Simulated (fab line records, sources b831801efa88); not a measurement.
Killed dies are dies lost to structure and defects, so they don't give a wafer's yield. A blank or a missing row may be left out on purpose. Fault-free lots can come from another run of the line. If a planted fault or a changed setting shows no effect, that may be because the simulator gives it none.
fab line records	flow sky130
[record] lots = 12	wafers = 36	lastDay = 50
route steps=708 shown VIA3@595 METAL4@600 CAP2M@603 PAD_OPEN@708
lots with no fault: from the same line, run without faults
startH: the number of hours between the record's first day and the start of the first shown wafer of the lot	waitH: time in hours since the lot's previous step	" the same as in the row above	L1.1+2: one row covering several wafers at once	- no value, or no start given	* or withheld: withheld	< > ~ a bound
route shown NAME@n: NAME is a module with steps in the file, n the number in the route of the first one	usual: average and standard deviation across the fault-free wafers	same: alike in all rows	chamber/n: place in a boat	sites: the reading at each site	_std_site: standard deviation of those values	_edge_site: the outer-site mean with the inner-site mean subtracted	radiusMm: for every site, how far away it sits from the centre of the wafer	mask NAME#n: copy n	behind: the last tool/chamber to shape the wafer	hold: reason for holding the lot/hours on hold/outcome of the hold	device: which transistor (n, p or np) failed to switch	end of line: the route-end tests of the same wafers	a step without rows: its recipe alone	killed: dies that structure and defects cost at the first sort, which is not the same as the wafer's yield	map: a wafer's dies, marking killed ones x, the rest . and places with no die _
set.NAME: the setting that was run; set.NAME@STEP: the one run at that earlier step	model.NAME: the simulator's own value behind a step, which no gauge read
the route's steps for a sample of lots (tables are steps, rows are wafers)
services: from which hour (startH, from the record's first day; less than 0 if before it) a tool's chamber was out of use, for how many hours, and why
[[steps]]
[step SKY_VIA3_RS_MEAS_22]
[recipe] thkMeasGauge = four-point-probe	reads = W_of_VIA3_CVD_21+TiN_of_VIA3_SPUTTER_20
[usual] VIA3_W_RS = 0.297/0.0035
lot.wafer	tool	chamber	startH	waitH	VIA3_W_RS[ohm/sq]
L988.1	filmMetro-03	-	930.30	0.1	0.303
L988.2	"	-	"	"	0.299
L988.6	"	-	"	"	0.297
L990.2	filmMetro-04	-	942.58	0.1	0.295
L990.3	"	-	"	"	0.298
L990.4	"	-	"	"	0.294
L991.2	filmMetro-03	-	953.63	0.2	0.295
L991.4	"	-	"	"	0.296
L991.5	"	-	"	"	0.298
L993.1	filmMetro-04	-	971.25	0.1	0.301
L993.4	"	-	"	"	0.301
L993.6	"	-	"	"	0.306
L994.1	filmMetro-04	-	985.96	0.1	0.299
L994.3	"	-	"	"	0.298
L994.6	"	-	"	"	0.296
L997.1	filmMetro-01	-	995.94	0.1	0.299
L997.2	"	-	"	"	0.293
L997.6	"	-	"	"	0.300
L999.1	filmMetro-03	-	1021.31	0.1	0.300
L999.4	"	-	"	"	0.300
L999.5	"	-	"	"	0.302
L102.1	filmMetro-04	-	1036.25	0.1	0.295
L102.2	"	-	"	"	0.299
L102.6	"	-	"	"	0.292
L105.1	filmMetro-03	-	1047.30	0.1	0.301
L105.2	"	-	"	"	0.294
L105.5	"	-	"	"	0.302
L107.1	filmMetro-03	-	1064.69	0.1	0.300
L107.2	"	-	"	"	0.300
L107.3	"	-	"	"	0.298
L108.1	filmMetro-01	-	1067.71	0.1	0.294
L108.2	"	-	"	"	0.298
L108.6	"	-	"	"	0.297
L109.1	filmMetro-01	-	1079.90	0.1	0.297
L109.2	"	-	"	"	0.296
L109.6	"	-	"	"	0.298
[step SKY_VIA3_CMP_24]
[recipe] stopOn = SiO2	tOverpolishS = 20	downForcePsi = 3.5	platenRpm = 60	targetThkNm = 0	padVelocityMS = 0.94248
[usual] motorCurrentA = 10.6/1.1	overpolishRunS = 20.000/0.0095	timeToEndpointS = 92/5.4
lot.wafer	tool	chamber	startH	waitH	motorCurrentA	overpolishRunS	timeToEndpointS
L988.2	cmp-02	1	930.48	0.0	10.7	19.998	93
L988.1	"	2	"	"	9.7	20.010	93
L988.6	"	1	"	"	10.1	19.998	96
L990.2	cmp-02	3	942.86	0.2	9.1	20.002	97
L990.3	"	0	"	"	12.0	19.995	85
L990.4	"	1	"	"	10.1	19.992	96
L991.4	cmp-02	1	953.84	0.1	10.0	20.004	92
L991.2	"	2	"	"	9.9	19.989	97
L991.5	"	0	"	"	12.6	19.987	88
L993.4	cmp-01	3	971.43	0.0	11.7	20.007	85
L993.1	"	1	"	"	10.7	19.998	89
L993.6	"	0	"	"	9.5	20.004	80
L994.3	cmp-01	1	986.25	0.1	10.1	20.005	88
L994.1	"	2	"	"	12.1	20.006	87
L994.6	"	1	"	"	9.7	19.998	90
L997.2	cmp-02	2	996.22	0.1	9.7	20.004	91
L997.1	"	3	"	"	9.4	20.010	95
L997.6	"	1	"	"	10.4	19.991	90
L999.1	cmp-02	3	1021.54	0.1	9.0	20.012	102
L999.4	"	1	"	"	11.1	19.985	97
L999.5	"	2	"	"	9.8	19.996	100
L102.2	cmp-01	3	1036.43	0.0	11.3	19.997	88
L102.1	"	0	"	"	9.0	19.986	90
L102.6	"	3	"	"	11.2	19.985	92
L105.2	cmp-02	2	1047.58	0.1	10.2	20.000	93
L105.1	"	3	"	"	9.8	19.985	93
L105.5	"	1	"	"	10.8	20.015	89
L107.3	cmp-01	3	1064.87	0.0	11.2	19.998	84
L107.1	"	0	"	"	9.1	20.019	85
L107.2	"	2	"	"	12.9	20.002	89
L108.1	cmp-02	2	1067.94	0.1	10.1	19.987	99
L108.2	"	3	"	"	9.7	19.997	100
L108.6	"	1	"	"	10.0	20.011	96
L109.2	cmp-02	1	1080.10	0.1	10.5	19.996	96
L109.1	"	3	"	"	8.9	20.010	101
L109.6	"	1	"	"	10.1	20.005	95
[step SKY_METAL4_SPUTTER_02]
[recipe] material = AlCu	targetThkNm = 735	powerW = 10600	timeS = 39.1	chamberPressurePa = 0.4
[usual] cathodeDcPowerW = 10600/1.9	chamberPressurePa = 0.3999/0.00077	throttleValvePct = 29.7/1.3
[same] timeS = 39.1
lot.wafer	tool	chamber	startH	waitH	cathodeDcPowerW	chamberPressurePa	throttleValvePct
L988.1	pvdSputter-01	-	930.83	0.0	10603	0.3990	28.4
L988.2	"	-	"	"	10601	0.3996	31.9
L988.6	"	-	"	"	10601	0.4004	31.9
L990.2	pvdSputter-03	-	943.21	0.0	10598	0.4001	29.6
L990.3	"	-	"	"	10601	0.4010	30.4
L990.4	"	-	"	"	10599	0.4001	28.3
L991.2	pvdSputter-01	-	954.13	0.0	10601	0.3997	31.2
L991.4	"	-	"	"	10598	0.4002	29.2
L991.5	"	-	"	"	10601	0.4001	31.8
L993.1	pvdSputter-01	-	971.78	0.0	10601	0.3986	29.1
L993.4	"	-	"	"	10598	0.4006	28.3
L993.6	"	-	"	"	10599	0.3995	31.1
L994.1	pvdSputter-03	-	986.59	0.0	10600	0.3988	29.7
L994.3	"	-	"	"	10601	0.3986	28.2
L994.6	"	-	"	"	10600	0.4004	30.2
L997.1	pvdSputter-03	-	996.47	0.0	10599	0.4000	31.3
L997.2	"	-	"	"	10601	0.4011	28.1
L997.6	"	-	"	"	10604	0.3997	30.2
L999.1	pvdSputter-02	-	1021.84	0.0	10602	0.4379	28.1
L999.4	"	-	"	"	10600	0.4001	28.4
L999.5	"	-	"	"	10604	0.4003	29.1
L102.1	pvdSputter-01	-	1036.78	0.0	10599	0.3992	29.3
L102.2	"	-	"	"	10599	0.4007	27.8
L102.6	"	-	"	"	10599	0.4012	28.4
L105.1	pvdSputter-01	-	1047.83	0.0	10602	0.4003	28.2
L105.2	"	-	"	"	10602	0.3988	29.0
L105.5	"	-	"	"	10597	0.3993	31.8
L107.1	pvdSputter-03	-	1065.22	0.0	10601	0.3991	28.2
L107.2	"	-	"	"	10603	0.4005	29.8
L107.3	"	-	"	"	10603	0.4001	30.2
L108.1	pvdSputter-03	-	1068.23	0.0	10602	0.4003	31.2
L108.2	"	-	"	"	10598	0.3997	28.2
L108.6	"	-	"	"	10601	0.4000	31.2
L109.1	pvdSputter-01	-	1080.45	0.0	10601	0.3989	31.2
L109.2	"	-	"	"	10599	0.3994	28.2
L109.6	"	-	"	"	10601	0.3985	31.0
[step SKY_CAP2M_CVD_00]
[recipe] material = SiO2	targetThkNm = 15.5	tempC = 400	timeS = withheld	rfW = 450
[usual] heaterPowerW = 684/99	rfFwdPowerW = 441.0/2.9
lot.wafer	tool	chamber	startH	waitH	heaterPowerW	rfFwdPowerW
L988.1	pecvd-03	2	930.94	0.0	638	437.9
L988.2	"	0	"	"	758	445.8
L988.6	"	1	"	"	703	439.5
L990.2	pecvd-03	1	943.32	0.0	709	438.5
L990.3	"	2	"	"	642	439.3
L990.4	"	1	"	"	728	436.9
L991.2	pecvd-01	1	954.24	0.0	456	441.5
L991.4	"	1	"	"	465	441.8
L991.5	"	0	"	"	740	443.5
L993.1	pecvd-03	2	971.89	0.0	681	439.2
L993.4	"	0	"	"	673	444.9
L993.6	"	2	"	"	677	440.2
L994.1	pecvd-01	1	986.70	0.0	535	444.8
L994.3	"	0	"	"	786	441.4
L994.6	"	1	"	"	522	445.0
L997.1	pecvd-01	1	996.58	0.0	504	443.2
L997.2	"	0	"	"	782	443.8
L997.6	"	1	"	"	504	444.3
L999.1	pecvd-01	0	1021.94	0.0	643	443.4
L999.4	"	2	"	"	777	439.0
L999.5	"	1	"	"	537	443.4
L102.1	pecvd-03	0	1036.88	0.0	747	445.7
L102.2	"	2	"	"	673	440.5
L102.6	"	0	"	"	739	445.5
L105.1	pecvd-02	0	1047.93	0.0	759	440.5
L105.2	"	1	"	"	835	437.9
L105.5	"	0	"	"	753	440.2
L107.1	pecvd-01	2	1065.32	0.0	745	440.5
L107.2	"	0	"	"	658	443.4
L107.3	"	1	"	"	522	447.9
L108.1	pecvd-02	1	1068.34	0.0	855	438.0
L108.2	"	2	"	"	653	440.4
L108.6	"	0	"	"	749	441.0
L109.1	pecvd-01	0	1080.56	0.0	698	442.1
L109.2	"	1	"	"	416	446.7
L109.6	"	1	"	"	422	446.9
[step SKY_PAD_OPEN_PROBE_99]
[usual] defectLimitedYield = 82.5/1.9	killed_at_M0_to_M3 = 42/6.9	killed_at_M4_up = 3.2/1.7	killedAtContacts = 25/5.1	killedAtFrontEnd = 15/4.5	killedAtOther = 0.4/0.63	killedDies = 86/9.3	killedOnRim = 17/3.9	killedOpen = 46/7	killedShort = 39/6.9	sort_bin_3_pad_short = 0.9/0.45	sort_bin_5_function = 10.4/1.5	sort_bin_6_memory = 6.3/1.1	sortNPass = 406/9.3	sortYieldPct = 82.5/1.9
[same] grossDies = 492	killedAtBackSide = 0	sort_bin_4_leakage[%] = 0	sort_bin_8_speed[%] = 0
lot.wafer	tool	chamber	startH	waitH	defectLimitedYield[%]	killed_at_M0_to_M3	killed_at_M4_up	killedAtContacts	killedAtFrontEnd	killedAtOther	killedDies	killedOnRim	killedOpen	killedShort	sort_bin_3_pad_short[%]	sort_bin_5_function[%]	sort_bin_6_memory[%]	sortNPass	sortYieldPct[%]
L988.1	prober-01	-	1077.19	0.1	81.9	44	1	29	15	0	89	8	51	38	1.2	9.6	7.3	403	81.9
L988.2	prober-01	-	1077.24	0.1	83.9	30	4	27	18	0	79	16	49	29	0.2	10.0	5.9	413	83.9
L988.6	prober-01	-	1077.44	0.2	80.9	40	4	29	21	0	94	20	60	34	0.6	12.2	6.3	398	80.9
L990.2	prober-01	-	1087.45	0.1	82.7	35	2	28	20	0	85	17	44	41	1.0	10.0	6.3	407	82.7
L990.3	prober-01	-	1087.50	0.2	81.1	46	5	19	23	0	93	16	44	49	1.4	9.8	7.7	399	81.1
L990.4	prober-01	-	1087.55	0.2	84.3	35	5	22	15	0	77	13	42	35	0	10.0	5.7	415	84.3
L991.2	prober-02	-	1096.54	0.1	82.3	42	8	20	17	0	87	21	48	39	1.0	10.4	6.3	405	82.3
L991.4	prober-02	-	1096.64	0.2	84.1	28	3	24	23	0	78	14	46	32	0.6	8.5	6.7	414	84.1
L991.5	prober-02	-	1096.69	0.2	79.9	49	3	32	15	0	99	15	61	38	0.8	14.4	4.9	393	79.9
L993.1	prober-02	-	1112.97	0.1	83.1	40	3	20	20	0	83	19	49	33	0.2	10.2	6.5	409	83.1
L993.4	prober-02	-	1113.12	0.2	84.8	38	1	19	16	1	75	12	35	40	0.8	7.7	6.7	417	84.8
L993.6	prober-02	-	1113.22	0.2	82.3	37	4	24	21	1	87	17	45	42	0.6	9.1	7.9	405	82.3
L994.1	prober-01	-	1123.78	0.1	84.6	40	2	17	16	1	76	20	35	40	0.4	9.1	5.9	416	84.6
L994.3	prober-01	-	1123.88	0.2	82.9	47	1	18	15	3	84	15	41	41	1.2	9.8	6.1	408	82.9
L994.6	prober-01	-	1124.03	0.2	80.5	47	2	31	16	0	96	23	55	41	1.0	12.4	6.1	396	80.5
L997.1	prober-01	-	1132.08	0.1	84.8	31	1	32	10	1	75	17	39	36	0.4	9.8	5.1	417	84.8
L997.2	prober-01	-	1132.13	0.1	82.9	33	6	22	23	0	84	14	48	35	0.6	10.2	6.3	408	82.9
L997.6	prober-01	-	1132.33	0.2	87.2	26	1	23	13	0	63	20	36	27	0.6	8.5	3.7	429	87.2
L999.1	prober-02	-	1153.53	0.1	82.9	31	5	28	20	0	84	14	41	42	0.4	11.2	5.5	408	82.9
L999.4	prober-02	-	1153.68	0.2	82.5	32	4	37	13	0	86	20	50	35	0.6	11.0	5.9	406	82.5
L999.5	prober-02	-	1153.73	0.2	81.5	47	3	24	17	0	91	16	50	40	1.6	10.6	6.3	401	81.5
L102.1	prober-02	-	1164.39	0.1	83.3	46	3	19	14	0	82	18	39	43	1.0	9.3	6.3	410	83.3
L102.2	prober-02	-	1164.44	0.1	83.3	39	3	28	11	1	82	13	49	32	1.0	9.8	5.9	410	83.3
L102.6	prober-02	-	1164.64	0.2	83.9	41	1	29	8	0	79	20	44	35	0.8	10.6	4.7	413	83.9
L105.1	prober-01	-	1173.59	0.1	83.1	45	1	17	19	1	83	16	51	32	1.2	8.7	6.9	409	83.1
L105.2	prober-01	-	1173.64	0.1	83.9	37	5	26	10	1	79	15	45	33	0.6	8.5	6.9	413	83.9
L105.5	prober-01	-	1173.79	0.2	82.3	49	2	27	9	0	87	19	39	47	1.0	9.3	7.3	405	82.3
L107.1	prober-01	-	1187.15	0.1	83.1	41	8	25	7	2	83	19	37	46	0.2	11.0	5.7	409	83.1
L107.2	prober-01	-	1187.20	0.1	79.5	47	4	32	18	0	101	17	51	50	1.2	11.8	7.5	391	79.5
L107.3	prober-01	-	1187.25	0.2	82.9	38	7	21	17	1	84	14	43	41	1.0	9.3	6.7	408	82.9
L108.1	prober-02	-	1189.18	0.1	85.2	35	4	16	18	0	73	13	29	44	0.4	8.9	5.5	419	85.2
L108.2	prober-02	-	1189.23	0.1	82.1	45	7	19	17	0	88	17	38	50	1.6	10.8	5.5	404	82.1
L108.6	prober-02	-	1189.43	0.2	80.3	50	3	25	19	0	97	20	51	46	0.6	11.6	7.5	395	80.3
L109.1	prober-01	-	1198.09	0.1	80.7	46	5	26	17	1	95	27	40	54	1.2	11.8	6.3	397	80.7
L109.2	prober-01	-	1198.14	0.1	78.7	57	2	27	19	0	105	22	51	54	0.8	12.4	8.1	387	78.7
L109.6	prober-01	-	1198.34	0.2	82.1	45	1	26	16	0	88	17	43	44	1.2	11.4	5.3	404	82.1
// killed by level:class
L988.1 CONTACT:geometricParticle:open=12 LI_CONTACT:geometricParticle:open=8 VIA2:geometricParticle:open=8 VIA3:geometricParticle:short=7 VIA1:geometricParticle:short=6 VIA1:geometricParticle:open=6 METAL2:geometricParticle:short=6 VIA3:geometricParticle:open=6
L988.2 CONTACT:geometricParticle:open=11 VIA3:geometricParticle:open=8 LI_CONTACT:geometricParticle:open=7 VIA1:geometricParticle:open=7 FIELD_ISO:geometricParticle:short=4 POLY_GATE:geometricParticle:short=4 LOCAL_INTERCONNECT:geometricParticle:short=4 FIELD_ISO:geometricParticle:open=3
L988.6 VIA1:geometricParticle:open=12 CONTACT:geometricParticle:open=11 SPACER:geometricParticle:open=7 VIA3:geometricParticle:open=7 LI_CONTACT:geometricParticle:open=6 LOCAL_INTERCONNECT:geometricParticle:short=6 FIELD_ISO:geometricParticle:open=5 VIA2:geometricParticle:open=5
L990.2 VIA1:geometricParticle:open=11 CONTACT:geometricParticle:open=10 METAL1:geometricParticle:short=9 LI_CONTACT:geometricParticle:open=9 LOCAL_INTERCONNECT:geometricParticle:short=6 FIELD_ISO:geometricParticle:short=5 FIELD_ISO:geometricParticle:open=5 POLY_GATE:geometricParticle:open=5
L990.3 VIA3:geometricParticle:open=10 FIELD_ISO:geometricParticle:short=9 METAL1:geometricParticle:short=8 VIA1:geometricParticle:open=8 CONTACT:geometricParticle:open=7 VIA2:geometricParticle:open=6 METAL4:geometricParticle:short=5 POLY_GATE:geometricParticle:open=4
L990.4 VIA1:geometricParticle:open=10 VIA3:geometricParticle:open=9 CONTACT:geometricParticle:open=8 LI_CONTACT:geometricParticle:open=6 POLY_GATE:geometricParticle:short=5 LOCAL_INTERCONNECT:geometricParticle:short=5 METAL1:geometricParticle:short=5 POLY_GATE:geometricParticle:open=4
L991.2 VIA3:geometricParticle:open=9 METAL1:geometricParticle:short=8 VIA2:geometricParticle:open=7 CONTACT:geometricParticle:open=7 METAL4:geometricParticle:short=6 VIA1:geometricParticle:short=6 VIA1:geometricParticle:open=6 POLY_GATE:geometricParticle:open=5
L991.4 LI_CONTACT:geometricParticle:open=11 CONTACT:geometricParticle:open=7 VIA2:geometricParticle:open=7 POLY_GATE:geometricParticle:open=6 VIA1:geometricParticle:open=6 VIA1:geometricParticle:short=5 FIELD_ISO:geometricParticle:short=4 VIA3:geometricParticle:short=3
L991.5 CONTACT:geometricParticle:open=13 LI_CONTACT:geometricParticle:open=12 VIA1:geometricParticle:open=11 METAL1:geometricParticle:short=7 VIA1:geometricParticle:short=7 VIA3:geometricParticle:open=7 POLY_GATE:geometricParticle:open=6 METAL1:geometricParticle:open=5
L993.1 VIA1:geometricParticle:open=18 FIELD_ISO:geometricParticle:open=8 CONTACT:geometricParticle:open=8 POLY_GATE:geometricParticle:open=5 LI_CONTACT:geometricParticle:open=5 CONTACT:geometricParticle:short=5 METAL2:geometricParticle:short=4 METAL1:geometricParticle:short=4
L993.4 METAL2:geometricParticle:short=8 VIA1:geometricParticle:open=8 METAL1:geometricParticle:short=6 FIELD_ISO:geometricParticle:open=5 LI_CONTACT:geometricParticle:open=5 CONTACT:geometricParticle:short=4 CONTACT:geometricParticle:open=4 VIA2:geometricParticle:open=4
L993.6 VIA1:geometricParticle:open=9 FIELD_ISO:geometricParticle:open=7 LI_CONTACT:geometricParticle:open=7 CONTACT:geometricParticle:short=7 CONTACT:geometricParticle:open=6 VIA1:geometricParticle:short=6 VIA2:geometricParticle:open=4 VIA3:geometricParticle:open=4
L994.1 VIA1:geometricParticle:short=9 VIA1:geometricParticle:open=8 CONTACT:geometricParticle:open=6 POLY_GATE:geometricParticle:open=5 POLY_GATE:geometricParticle:short=4 CONTACT:geometricParticle:short=4 METAL1:geometricParticle:short=4 FIELD_ISO:geometricParticle:short=3
L994.3 VIA2:geometricParticle:open=10 VIA1:geometricParticle:open=8 VIA1:geometricParticle:short=7 VIA3:geometricParticle:open=6 LI_CONTACT:geometricParticle:open=5 POLY_GATE:geometricParticle:short=4 POLY_GATE:geometricParticle:open=4 VIA2:geometricParticle:short=4
L994.6 CONTACT:geometricParticle:open=11 VIA2:geometricParticle:open=11 METAL1:geometricParticle:short=9 VIA1:geometricParticle:open=9 FIELD_ISO:geometricParticle:open=8 CONTACT:geometricParticle:short=8 LI_CONTACT:geometricParticle:open=6 LOCAL_INTERCONNECT:geometricParticle:short=4
L997.1 CONTACT:geometricParticle:open=12 CONTACT:geometricParticle:short=9 VIA3:geometricParticle:open=6 LI_CONTACT:geometricParticle:open=5 VIA1:geometricParticle:short=5 VIA1:geometricParticle:open=5 METAL1:geometricParticle:short=4 POLY_GATE:geometricParticle:short=3
L997.2 VIA1:geometricParticle:open=12 CONTACT:geometricParticle:open=8 POLY_GATE:geometricParticle:open=7 FIELD_ISO:geometricParticle:short=6 LI_CONTACT:geometricParticle:open=6 FIELD_ISO:geometricParticle:open=5 CONTACT:geometricParticle:short=5 METAL2:geometricParticle:short=5
L997.6 CONTACT:geometricParticle:open=10 CONTACT:geometricParticle:short=7 VIA1:geometricParticle:open=7 POLY_GATE:geometricParticle:short=5 VIA3:geometricParticle:short=4 VIA3:geometricParticle:open=4 FIELD_ISO:geometricParticle:open=3 POLY_GATE:geometricParticle:open=3
L999.1 CONTACT:geometricParticle:open=9 FIELD_ISO:geometricParticle:open=7 CONTACT:geometricParticle:short=7 FIELD_ISO:geometricParticle:short=6 VIA1:geometricParticle:open=6 LOCAL_INTERCONNECT:geometricParticle:short=6 METAL2:geometricParticle:short=6 LI_CONTACT:geometricParticle:open=5
L999.4 CONTACT:geometricParticle:open=16 LI_CONTACT:geometricParticle:open=8 VIA2:geometricParticle:open=6 VIA1:geometricParticle:open=5 LI_CONTACT:geometricParticle:short=4 METAL2:geometricParticle:short=4 LOCAL_INTERCONNECT:geometricParticle:short=4 CONTACT:geometricParticle:short=4
L999.5 VIA1:geometricParticle:open=12 METAL1:geometricParticle:short=10 LI_CONTACT:geometricParticle:open=9 VIA2:geometricParticle:open=7 FIELD_ISO:geometricParticle:open=6 VIA3:geometricParticle:open=6 FIELD_ISO:geometricParticle:short=5 LOCAL_INTERCONNECT:geometricParticle:short=4
L102.1 VIA1:geometricParticle:open=10 METAL2:geometricParticle:short=10 VIA2:geometricParticle:open=8 CONTACT:geometricParticle:open=8 VIA1:geometricParticle:short=6 POLY_GATE:geometricParticle:short=5 CONTACT:geometricParticle:short=5 FIELD_ISO:geometricParticle:short=4
L102.2 CONTACT:geometricParticle:open=15 VIA3:geometricParticle:open=9 VIA1:geometricParticle:open=8 METAL1:geometricParticle:short=5 FIELD_ISO:geometricParticle:short=4 LI_CONTACT:geometricParticle:short=4 POLY_GATE:geometricParticle:open=3 LI_CONTACT:geometricParticle:open=3
L102.6 LI_CONTACT:geometricParticle:open=15 CONTACT:geometricParticle:open=8 METAL1:geometricParticle:short=7 VIA1:geometricParticle:open=6 VIA3:geometricParticle:open=5 POLY_GATE:geometricParticle:short=4 VIA1:geometricParticle:short=4 VIA3:geometricParticle:short=4
L105.1 VIA1:geometricParticle:open=8 VIA2:geometricParticle:open=8 FIELD_ISO:geometricParticle:short=7 VIA3:geometricParticle:open=7 CONTACT:geometricParticle:open=7 FIELD_ISO:geometricParticle:open=5 LI_CONTACT:geometricParticle:open=5 METAL1:geometricParticle:short=5
L105.2 CONTACT:geometricParticle:open=12 LOCAL_INTERCONNECT:geometricParticle:short=9 VIA1:geometricParticle:open=7 VIA2:geometricParticle:open=7 METAL2:geometricParticle:short=5 VIA1:geometricParticle:short=5 VIA3:geometricParticle:open=5 FIELD_ISO:geometricParticle:open=3
L105.5 VIA2:geometricParticle:open=12 LOCAL_INTERCONNECT:geometricParticle:short=9 VIA1:geometricParticle:open=9 METAL2:geometricParticle:short=6 METAL3:geometricParticle:short=6 LI_CONTACT:geometricParticle:open=5 CONTACT:geometricParticle:open=5 VIA1:geometricParticle:short=5
L107.1 CONTACT:geometricParticle:open=8 VIA1:geometricParticle:open=8 METAL2:geometricParticle:short=8 METAL4:geometricParticle:short=7 LI_CONTACT:geometricParticle:open=6 FIELD_ISO:geometricParticle:short=5 METAL1:geometricParticle:short=5 LOCAL_INTERCONNECT:geometricParticle:short=4
L107.2 CONTACT:geometricParticle:open=11 METAL1:geometricParticle:short=9 VIA1:geometricParticle:open=9 FIELD_ISO:geometricParticle:open=7 METAL2:geometricParticle:short=7 LI_CONTACT:geometricParticle:open=7 LI_CONTACT:geometricParticle:short=7 FIELD_ISO:geometricParticle:short=6
L107.3 VIA1:geometricParticle:open=11 FIELD_ISO:geometricParticle:short=8 CONTACT:geometricParticle:open=7 LI_CONTACT:geometricParticle:open=6 VIA3:geometricParticle:open=6 METAL4:geometricParticle:short=6 METAL2:geometricParticle:short=5 CONTACT:geometricParticle:short=4
L108.1 FIELD_ISO:geometricParticle:short=7 LI_CONTACT:geometricParticle:open=6 METAL1:geometricParticle:short=6 VIA1:geometricParticle:open=5 VIA1:geometricParticle:short=5 VIA2:geometricParticle:open=5 LOCAL_INTERCONNECT:geometricParticle:short=4 CONTACT:geometricParticle:open=4
L108.2 VIA1:geometricParticle:open=8 VIA2:geometricParticle:open=8 FIELD_ISO:geometricParticle:short=7 METAL1:geometricParticle:short=6 FIELD_ISO:geometricParticle:open=5 LOCAL_INTERCONNECT:geometricParticle:short=5 VIA1:geometricParticle:short=5 METAL2:geometricParticle:short=5
L108.6 VIA2:geometricParticle:open=14 VIA1:geometricParticle:open=9 CONTACT:geometricParticle:short=8 POLY_GATE:geometricParticle:short=7 METAL2:geometricParticle:short=6 CONTACT:geometricParticle:open=5 LI_CONTACT:geometricParticle:open=5 VIA3:geometricParticle:short=5
L109.1 METAL1:geometricParticle:short=10 VIA1:geometricParticle:open=9 CONTACT:geometricParticle:open=8 METAL2:geometricParticle:short=7 LOCAL_INTERCONNECT:geometricParticle:short=7 VIA2:geometricParticle:open=6 METAL4:geometricParticle:short=5 CONTACT:geometricParticle:short=5
L109.2 VIA1:geometricParticle:open=13 CONTACT:geometricParticle:open=12 VIA1:geometricParticle:short=10 FIELD_ISO:geometricParticle:short=6 METAL1:geometricParticle:short=6 VIA3:geometricParticle:open=6 VIA2:geometricParticle:open=5 VIA3:geometricParticle:short=5
L109.6 CONTACT:geometricParticle:open=10 METAL1:geometricParticle:short=8 VIA1:geometricParticle:open=7 LOCAL_INTERCONNECT:geometricParticle:short=7 VIA2:geometricParticle:open=7 LI_CONTACT:geometricParticle:open=6 METAL2:geometricParticle:short=6 FIELD_ISO:geometricParticle:short=5
[[services]]
tool	chamber	startH	hours	kind
cmp-01	-	912.00	4.0	pm
cmp-01	-	916.00	-	consumableReplace:conditioner
cmp-01	-	916.00	-	consumableReplace:pad
cmp-01	-	930.32	1.3	repair
cmp-01	-	940.29	3.6	repair
pecvd-03	-	940.29	1.5	repair
cmp-02	-	967.68	1.8	repair
pecvd-02	0	977.66	2.1	scheduledDown
cmp-02	-	980.76	1.5	repair
cmp-02	-	985.39	1.1	repair
cmp-02	-	990.02	0.4	repair
pecvd-03	1	997.14	5.5	scheduledDown
pvdSputter-01	-	1002.54	1.3	repair
pecvd-03	-	1021.32	6.0	pm
cmp-01	-	1029.14	3.4	pm
cmp-01	-	1056.23	4.2	pm
pecvd-03	0	1057.61	5.0	scheduledDown
pvdSputter-02	-	1064.29	6.9	repair
cmp-01	-	1072.16	1.3	repair
pecvd-01	1	1074.44	5.5	scheduledDown
pecvd-03	-	1077.85	14.6	pm
cmp-01	-	1079.40	2.4	repair
pecvd-02	2	1079.99	5.5	scheduledDown
[[key]]
[firstSign] step = SKY_METAL4_SPUTTER_02	reading = chamberPressurePa	direction = up	sigmas = 49	usual = 0.3999	struck = 0.4379
effect none on later readings
metAt SKY_METAL4_SPUTTER_02
struckLots L999
struckWafers L999.1
notActingAt SKY_VIA3_RS_MEAS_22,SKY_VIA3_CMP_24,SKY_CAP2M_CVD_00
[fault] kind = processParameterDrift	tool = pvdSputter-02	chamber = -	onsetH = 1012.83	steps = SKY_METAL4_SPUTTER_02	channel = chamberPressurePa	offset = 0.038127	shape = step	endH = 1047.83	actsIn = theseRecipesOnly	stated = 0.4	scope = struckWafersOnly
